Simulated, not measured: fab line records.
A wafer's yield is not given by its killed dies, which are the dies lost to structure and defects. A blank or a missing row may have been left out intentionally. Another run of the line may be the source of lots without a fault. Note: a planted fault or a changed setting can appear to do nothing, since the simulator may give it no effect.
Comparing a struck lot with a sound one || flow sky130 || 36 steps out of a route of 708
Sound: these wafers, L982.4, L982.5, L982.6. Struck: wafers L990.1, L990.5, L990.6. The cause comes at the end.
For every step that has rows: the tool of each side, followed by ch and its chambers, followed by its first start. Under that, the readings that differ: sound wafers || struck wafers || difference of the means || sigmas: that difference in standard deviations of wafers without a fault.
alike: a reading whose means differ by less than 2 such deviations, as well as words and numbers matching on both sides. not compared: withheld readings; readings where some wafer has no value; bounds like >300 that might hide an equal value; numbers whose values overlap and for which the record gives no deviation.
A row with sigmas, a row that says differs or no value, or rows on one side alone: a step with any of these is where the two part. When numbers do not overlap yet have no deviation, they are printed without sigmas and do not part them. Lack of a reading on every wafer of one side parts them only where that side has two or more wafers.

first, 9 steps without rows for these wafers: SKY_CAP2M_SPUTTER_02 (material TiN, target thk 200 nm, time 166.7 s); SKY_CAP2M_DEHYDRATE_05 (time 60 s); SKY_CAP2M_HMDS_06 (prime time 60 s); SKY_CAP2M_COAT_07 (resist thk 1140 nm); SKY_CAP2M_SOFTBAKE_08 (time 60 s); SKY_CAP2M_EXPOSE_09 (exposes mask CAP2M, target cd 1000 nm); SKY_CAP2M_PEB_10; SKY_CAP2M_DEVELOP_11 (develop time 60 s); SKY_CAP2M_METAL_ETCH_13 (etches TiN in Cl2/BCl3, stops on SiO2, target depth 220 nm, time 62.9 s).
SKY_CAP2M_STRIP_14: strips in O2/N2.
  sound on plasma asher-01 ch 0,1, day 42 13:16; struck on plasma asher-01 ch 0,1, day 44 19:04
  alike: chamber pressure mTorr, drypump motor current A, oes product au, strip time to endpoint s
  not compared: rf hours counter h
then, 25 steps without rows for these wafers: SKY_CAP2M_STRIP_15 (strips in post etch residue remover, time 1200 s); SKY_CAP2M_CLEAN_16 (cleans in IPA, time 180 s); SKY_CAP2M_CLEAN_17 (cleans in O3/DIW); SKY_METAL4_DEHYDRATE_05 (time 60 s); SKY_METAL4_HMDS_06 (prime time 60 s); SKY_METAL4_COAT_07 (resist thk 60 nm); SKY_METAL4_COAT_08 (resist thk 1140 nm); SKY_METAL4_SOFTBAKE_09 (time 90 s); SKY_METAL4_EXPOSE_10 (exposes mask MM4, target cd 300 nm); SKY_METAL4_PEB_11; SKY_METAL4_DEVELOP_12 (develop time 60 s); SKY_METAL4_DESCUM_15 (chemistry O2, time 8 s); SKY_METAL4_ETCH_16 (etches BARC in N2/H2, stops on SiO2, time 88.2 s, target depth 60 nm); SKY_METAL4_ETCH_17 (etches SiO2 in C4F8/O2/Ar, stops on TiN, time 3.9 s, target depth 15 nm); SKY_METAL4_METAL_ETCH_18 (etches the open film in Cl2/BCl3, stops on SiO2, target depth 845 nm, time 183.1 s); SKY_METAL4_STRIP_19 (strips in O2/N2); SKY_METAL4_STRIP_20 (strips in post etch residue remover, time 1200 s); SKY_METAL4_CLEAN_21 (cleans in IPA, time 180 s); SKY_METAL4_CLEAN_22 (cleans in O3/DIW); SKY_VIA4_HDPCVD_00 (deposits SiO2, target thk 1750 nm, time 291.7 s); SKY_VIA4_CMP_02 (polishes SiO2); SKY_VIA4_DEHYDRATE_04 (time 60 s); SKY_VIA4_HMDS_05 (prime time 60 s); SKY_VIA4_COAT_06 (resist thk 1140 nm); SKY_VIA4_SOFTBAKE_07 (time 60 s).
-- the record jumps here: 5 days lie between the struck wafers' starts before and after (it left off in module VIA4 and takes up again in module PAD_OPEN, whose first step shown is number 708 of the route) --
SKY_PAD_OPEN_PROBE_99:
  sound on prober-01 at day 47 14:58; struck on prober-01 at day 49 10:13
{"reading": "killed at front end", "sound": "27 17 22", "struck": "13 10 7", "difference": -12, "sigmas": -3}
{"reading": "killed at other", "sound": "0 0 0", "struck": "33 43 30", "difference": "+35", "sigmas": "+57"}
{"reading": "killed open", "sound": "62 41 50", "struck": "34 40 34", "difference": -15, "sigmas": -2}
{"reading": "sort_bin_3_pad_short (%)", "sound": "0.6 0.6 1.0", "struck": "2.2 3.0 1.2", "difference": "+1.4", "sigmas": "+3"}
{"reading": "sort_bin_5_function (%)", "sound": "12.0 10.2 12.8", "struck": "14.4 15.0 13.6", "difference": "+2.7", "sigmas": "+2"}
{"reading": "model.etest.tester.sort_bin_5_pct (%)", "sound": "11.99 10.16 12.8", "struck": "14.43 15.04 13.62", "difference": "+2.71", "sigmas": ""}
{"reading": "model.etest.tester.sort_bin_3_pct (%)", "sound": "0.6098 0.6098 1.016", "struck": "2.236 3.049 1.22", "difference": "+1.423", "sigmas": ""}
  alike: defect limited yield, killed_at_M0_to_M3, killed_at_M4_up, killed at contacts, killed dies, killed short, sort_bin_6_memory, sort n pass, sort yield pct
  not compared: model.etest.tester.sort n pass, model.etest.tester.sort yield pct

== WHERE THEY PART ==
SKY_PAD_OPEN_PROBE_99 only, going by this record.

WHY: what the simulator had put in
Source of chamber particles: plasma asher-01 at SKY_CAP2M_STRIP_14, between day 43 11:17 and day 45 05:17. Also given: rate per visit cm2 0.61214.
